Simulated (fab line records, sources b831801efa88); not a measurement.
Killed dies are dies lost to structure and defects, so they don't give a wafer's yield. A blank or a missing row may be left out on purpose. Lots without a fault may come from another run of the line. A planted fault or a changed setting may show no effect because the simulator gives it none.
A struck lot beside a sound one | flow sky130 | 36 steps out of a route of 708
Sound: wafers L913.1, L913.4, L913.6. Struck: wafers L923.3, L923.4, L923.6. The cause comes at the end.
At each step with rows: each side's tool, then ch and its chambers, then its first start. Under that, the readings that differ: sound wafers | struck wafers | difference of the means | sigmas: that difference in standard deviations of wafers without a fault.
alike: readings whose means differ by less than 2 such deviations, and words and numbers that are the same on both sides. not compared: withheld readings, readings that some wafer has no value for, bounds like >300 that may hide the same value, and numbers for which the record gives no deviation and whose values overlap.
The two part at a step that has a row with sigmas, a row that says differs or no value, or rows on one side only. Numbers that don't overlap but have no deviation are shown without sigmas and don't part them. A reading that every wafer of one side lacks parts them only if that side has two wafers or more.

first, 8 steps without rows for these wafers: SKY_SONOS_ONO_CVD_04 (deposits SiO2 from SiH4/N2O, target thk 5.7199 nm); SKY_SONOS_ONO_DEHYDRATE_06 (time 60 s); SKY_SONOS_ONO_HMDS_07 (prime time 60 s); SKY_SONOS_ONO_COAT_08 (resist thk 1140 nm); SKY_SONOS_ONO_SOFTBAKE_09 (time 60 s); SKY_SONOS_ONO_EXPOSE_10 (exposes mask ONOM, target cd 410 nm); SKY_SONOS_ONO_PEB_11; SKY_SONOS_ONO_DEVELOP_12 (develop time 60 s).
SKY_SONOS_ONO_ETCH_15: etches the open film in CHF3/O2, target depth 19.52 nm, time 7.8 s.
  sound on rie_diel-01 ch 0,3, day 13 00:40; struck on rie_diel-01 ch 1,2,3, day 16 22:37
  no value came back on the struck wafers for any of 5 readings (O2_flow_sccm (sccm), bias_w (W) and others); on the sound wafers O2_flow_sccm (sccm) reads 4.987 4.994 5.013
  reading                                        | sound             | struck            | difference | sigmas
  model.NOVOLAK_of_SONOS_ONO_COAT_08.thk_nm (nm) | 1121 1120 1119    | 1141 1140 1142    | +21        |
  model.SiO2_of_FIELD_ISO_CVD_24.thk_nm (nm)     | 397.3 397.9 398.2 | 401.2 398.6 401.4 | +2.6       |
  model.SiO2_of_NWELL_OXIDATION_01.thk_nm (nm)   | 5.418 5.318 5.341 | 8.957 8.981 8.734 | +3.532     |
  not compared: rf_hours_counter_h
then, 25 steps without rows for these wafers: SKY_SONOS_ONO_WET_ETCH_16 (etches SiO2 in dHF, target depth 14 nm, time 280 s); SKY_SONOS_ONO_STRIP_17 (strips in O2/N2); SKY_SONOS_ONO_WET_ETCH_18 (etches Si3N4 in H3PO4, target depth 15 nm, time 172 s); SKY_GATE_OXIDE_CLEAN_00 (cleans in SC1/SC2, time 150 s); SKY_GATE_OXIDE_OXIDATION_01 (stabilise 600 s, purge 300 s, target thk 10.268 nm); SKY_GATE_OXIDE_DEHYDRATE_03 (time 60 s); SKY_GATE_OXIDE_HMDS_04 (prime time 60 s); SKY_GATE_OXIDE_COAT_05 (resist thk 1140 nm); SKY_GATE_OXIDE_SOFTBAKE_06 (time 60 s); SKY_GATE_OXIDE_EXPOSE_07 (exposes mask LVOM, target cd 600 nm); SKY_GATE_OXIDE_PEB_08; SKY_GATE_OXIDE_DEVELOP_09 (develop time 60 s); SKY_GATE_OXIDE_IMPLANT_11; SKY_GATE_OXIDE_WET_ETCH_12 (etches SiO2 in dHF, target depth 16.8 nm, time 336 s); SKY_GATE_OXIDE_STRIP_13 (strips in O2/N2); SKY_GATE_OXIDE_CLEAN_15 (cleans in SC1/SC2, time 150 s); SKY_GATE_OXIDE_OXIDATION_16 (stabilise 600 s, purge 300 s, target thk 3.57 nm); SKY_POLY_GATE_CVD_00 (deposits poly-Si, target thk 180 nm, time 720 s); SKY_RES_PROTECT_DEHYDRATE_00 (time 60 s); SKY_RES_PROTECT_HMDS_01 (prime time 60 s); SKY_RES_PROTECT_COAT_02 (resist thk 1140 nm); SKY_RES_PROTECT_SOFTBAKE_03 (time 60 s); SKY_RES_PROTECT_EXPOSE_04 (exposes mask RPM, target cd 1270 nm); SKY_RES_PROTECT_PEB_05; SKY_RES_PROTECT_DEVELOP_06 (develop time 60 s).
-- the record jumps here: 16 days lie between the struck wafers' starts before and after (it left off in module RES_PROTECT and takes up again in module SALICIDE, whose first step shown is number 361 of the route) --
SKY_SALICIDE_CLEAN_00: cleans in HF-last, time 30 s.
  sound on wet_bench-01 ch 2, day 28 09:58; struck on wet_bench-02 ch 3, day 32 12:53
  reading                                    | sound             | struck            | difference | sigmas
  model.SiO2_of_FIELD_ISO_CVD_24.thk_nm (nm) | 356.4 356.9 357.2 | 360.2 357.6 360.5 | +2.6       |
-- the record jumps here: 16 days lie between the struck wafers' starts before and after (it left off in module SALICIDE and takes up again in module PAD_OPEN, whose first step shown is number 708 of the route) --
SKY_PAD_OPEN_PROBE_99:
  sound on prober-02, day 46 02:47; struck on prober-02, day 48 23:56
  reading                                | sound                         | struck                        | difference | sigmas
  model.etest.nfet_16v.r_on_ohm_um       | 1.397e+04 1.408e+04 1.405e+04 | 1.765e+04 1.796e+04 1.776e+04 | +3.757e+03 |
  model.etest.pfet_16v.r_on_ohm_um       | 1.506e+04 1.519e+04 1.505e+04 | 1.625e+04 1.638e+04 1.635e+04 | +1.227e+03 |
  model.etest.pfet_g5v0d10v5.r_on_ohm_um | 4666 4663 4684                | 5335 5398 5354                | +691       |
  model.etest.nfet_g5v0d10v5.r_on_ohm_um | 1863 1855 1863                | 2410 2443 2396                | +556       |
  model.etest.nfet_g5v0d10v5.drive_ua_um | 608.9 615.6 608.8             | 404.1 396.2 402.4             | -210.2     |
  model.etest.tip_sonos.rs_ohm_sq        | 2639 2618 2630                | 2823 2895 2831                | +221       |
  model.etest.nfet_05v0_nvt.drive_ua_um  | 586.5 586.1 577.3             | 428.4 421.6 427.3             | -157.5     |
  model.etest.nfet_16v.drive_ua_um       | 223.6 223.1 222.3             | 132.5 130.6 135.1             | -90.3      |
  alike: killed_at_M0_to_M3, killed_at_M4_up, killed_at_contacts, killed_at_front_end, killed_at_other, killed_dies, killed_on_rim, killed_open, killed_short

WHERE THEY PART
Only at SKY_SONOS_ONO_ETCH_15, within this record. Later steps at which nothing parts them and some readings are alike: SKY_PAD_OPEN_PROBE_99.

WHY: what the simulator had put in
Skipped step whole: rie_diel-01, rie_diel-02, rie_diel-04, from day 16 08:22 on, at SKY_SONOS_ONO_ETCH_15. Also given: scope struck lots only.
